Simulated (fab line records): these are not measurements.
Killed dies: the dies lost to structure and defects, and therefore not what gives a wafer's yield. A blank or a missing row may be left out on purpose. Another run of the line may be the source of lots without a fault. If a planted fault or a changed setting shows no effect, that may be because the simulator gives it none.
A lot that was struck, set against a sound lot :: flow sfq line :: 26 steps out of a route of 325
Sound: these wafers, L253.1, L253.2, L253.3. Struck: wafer L260.6 (L260.2, L260.3, from the same lot, were not struck and are left out); the cause is given at the end.
Order at every step that has rows: each side's tool, ch and its chambers, its first start. Under that, the readings that differ: sound wafers :: struck wafers :: difference of the means :: sigmas: that difference in standard deviations of wafers without a fault.
alike: readings with means less than 2 such deviations apart, plus words and numbers identical on both sides. not compared: withheld readings, readings lacking a value on some wafer, bounds such as >300 that could conceal the same value, and numbers that have no deviation in the record and whose values overlap.
Wherever a step has rows on one side only, a row that says differs or no value, or a row with sigmas, the two part there. Numbers that don't overlap but have no deviation are shown without sigmas and don't part them. Lack of a reading on every wafer of one side parts them only where that side has two or more wafers.

SFQ_L0_RS_MEAS_901: measurement is done with a four-point probe.
  struck on film metro-02, day 4 00:35; sound on film metro-01, day 2 13:34
  alike: L0_MONX_KI_RS
SFQ_L0_THK_MEAS_902: measures by xrf.
  struck on film metro-02, day 4 00:41; sound on film metro-01, day 2 13:41
  alike: L0_MONX_KI_THK
then, 6 steps without rows for these wafers: SFQ_TRILAYER_L0_LITHO_COAT_010 (resist thk 62 nm); SFQ_TRILAYER_L0_LITHO_COAT_005 (resist thk 600 nm); SFQ_TRILAYER_L0_LITHO_SOFTBAKE_009; SFQ_TRILAYER_L0_LITHO_EXPOSE_006 (exposes mask L0, target cd 2000 nm); SFQ_TRILAYER_L0_LITHO_PEB_008 (peb time 60 s); SFQ_TRILAYER_L0_LITHO_DEVELOP_007 (time 60 s).
-- the record jumps here: 3 days lie between the struck wafers' starts before and after --
SFQ_TRILAYER_L0_BARC_OPEN_METAL_ETCH_010: etches BARC in O2, target depth 125 nm, time 41.7 s.
  sound on rie metal-02 ch 1, day 5 14:11; struck on rie metal-01 ch 0, day 7 09:23
reading: drypump motor current A (A)
sound: 6.5 6.5 6.5
struck: 5.4
difference: -1.1
sigmas: -2
  alike: bias w, he backside leak sccm, oes product au, rf fwd power W
  not compared: rf hours counter h
SFQ_TRILAYER_L0_ETCH_METAL_ETCH_008: etches MoNx KI in SF6/O2, stops on SiO2, target depth 50 nm, time 25 s.
  sound on rie metal-02 ch 1, day 5 14:18; struck on rie metal-01 ch 0, day 7 09:26
reading: drypump motor current A (A)
sound: 6.4 6.4 6.4
struck: 5.4
difference: -1.0
sigmas: -2
  alike: bias w, he backside leak sccm, oes product au, rf fwd power W
  not compared: rf hours counter h
then, 2 steps without rows for these wafers: SFQ_TRILAYER_L0_STRIP_STRIP_009 (strips in O2); SFQ_TRILAYER_L0_STRIP_SOLV_CLEAN_010 (cleans in NMP, time 600 s).
SFQ_TRILAYER_L0_CAP_PECVD_011: deposits SiO2 from SiH4/N2O, time 13.333 s, target thk 60 nm.
  sound on pecvd-03 ch 0,1,2, day 5 15:46; struck on pecvd-03 ch 1, day 7 10:16
reading: model.SiO2_of_TRILAYER_L0_CAP_PECVD_011.thk nm (nm)
sound: 59.58 60.38 58.23
struck: 63.83
difference: +4.43
sigmas: 
  alike: heater power w, rf fwd power W, throttle valve pct
  not compared: since wet clean h
then, 6 steps without rows for these wafers: SFQ_TRILAYER_L0_VIA_LITHO_COAT_018 (resist thk 62 nm); SFQ_TRILAYER_L0_VIA_LITHO_COAT_013 (resist thk 650 nm); SFQ_TRILAYER_L0_VIA_LITHO_SOFTBAKE_017; SFQ_TRILAYER_L0_VIA_LITHO_EXPOSE_014 (exposes mask L0V, target cd 700 nm); SFQ_TRILAYER_L0_VIA_LITHO_PEB_016 (peb time 60 s); SFQ_TRILAYER_L0_VIA_LITHO_DEVELOP_015 (time 60 s).
-- the record jumps here: 4 days lie between the struck wafers' starts before and after --
SFQ_L0V_OVL_MEAS_903:
  struck on overlay-02, day 11 17:04; sound on overlay-02, day 9 14:40
  alike: L0V_OVL
SFQ_TRILAYER_L0_VIA_BARC_OPEN_VIA_ETCH_021: etches BARC in O2, target depth 125 nm, time 41.7 s.
  sound on rie diel-04 ch 0,1,3, day 9 14:41; struck on rie diel-04 ch 3, day 11 17:05
  alike: bias w, drypump motor current A, oes product au, rf fwd power W
  not compared: rf hours counter h
SFQ_TRILAYER_L0_VIA_ETCH_VIA_ETCH_016: etches SiO2 in CHF3, stops on MoNx KI, target depth 80 nm.
  sound on rie diel-04 ch 0,1,3, day 9 14:44; struck on rie diel-04 ch 3, day 11 17:08
reading: oes product au (a.u.)
sound: 0.836 0.838 0.831
struck: 0.875
difference: +0.040
sigmas: +5

reading: model.L0V.feature depth nm (nm)
sound: 59.58 60.38 58.23
struck: 63.83
difference: +4.43
sigmas: 

reading: model.etch.depth nm (nm)
sound: 59.58 60.38 58.23
struck: 63.83
difference: +4.43
sigmas: 
  alike: bias w, drypump motor current A, rf fwd power W
SFQ_TRILAYER_L0_VIA_STRIP_STRIP_017: strips in O2.
  sound on rie metal-04 ch 0,1, day 9 14:47; struck on rie metal-04 ch 1, day 11 17:11
  alike: drypump motor current A, he backside leak sccm, oes product au
  not compared: rf hours counter h
then, 1 step without rows for these wafers: SFQ_TRILAYER_L0_VIA_STRIP_SOLV_CLEAN_018 (cleans in NMP, time 600 s).
SFQ_TRILAYER_M0_DEP_PRE_CLEAN_020: time 15 s.
  struck on pvd sputter-06, day 11 17:57; sound on pvd sputter-06, day 9 15:33
reading: model.SiO2_of_TRILAYER_L0_CAP_PECVD_011.thk nm (nm)
sound: 54.58 55.38 53.23
struck: 58.83
difference: +4.43
sigmas: 
SFQ_TRILAYER_M0_DEP_SPUTTER_019: material Nb, target thk 200 nm, time 133.3 s.
  struck on pvd sputter-06, day 11 17:59; sound on pvd sputter-06, day 9 15:35
  alike: throttle valve pct

WHERE THEY PART
At SFQ_TRILAYER_L0_BARC_OPEN_METAL_ETCH_010 first; at SFQ_TRILAYER_L0_VIA_ETCH_VIA_ETCH_016 last (within this record only). Later steps at which nothing parts them and some readings are alike: SFQ_TRILAYER_L0_VIA_STRIP_STRIP_017, SFQ_TRILAYER_M0_DEP_SPUTTER_019.

WHY: whatever the simulator had introduced
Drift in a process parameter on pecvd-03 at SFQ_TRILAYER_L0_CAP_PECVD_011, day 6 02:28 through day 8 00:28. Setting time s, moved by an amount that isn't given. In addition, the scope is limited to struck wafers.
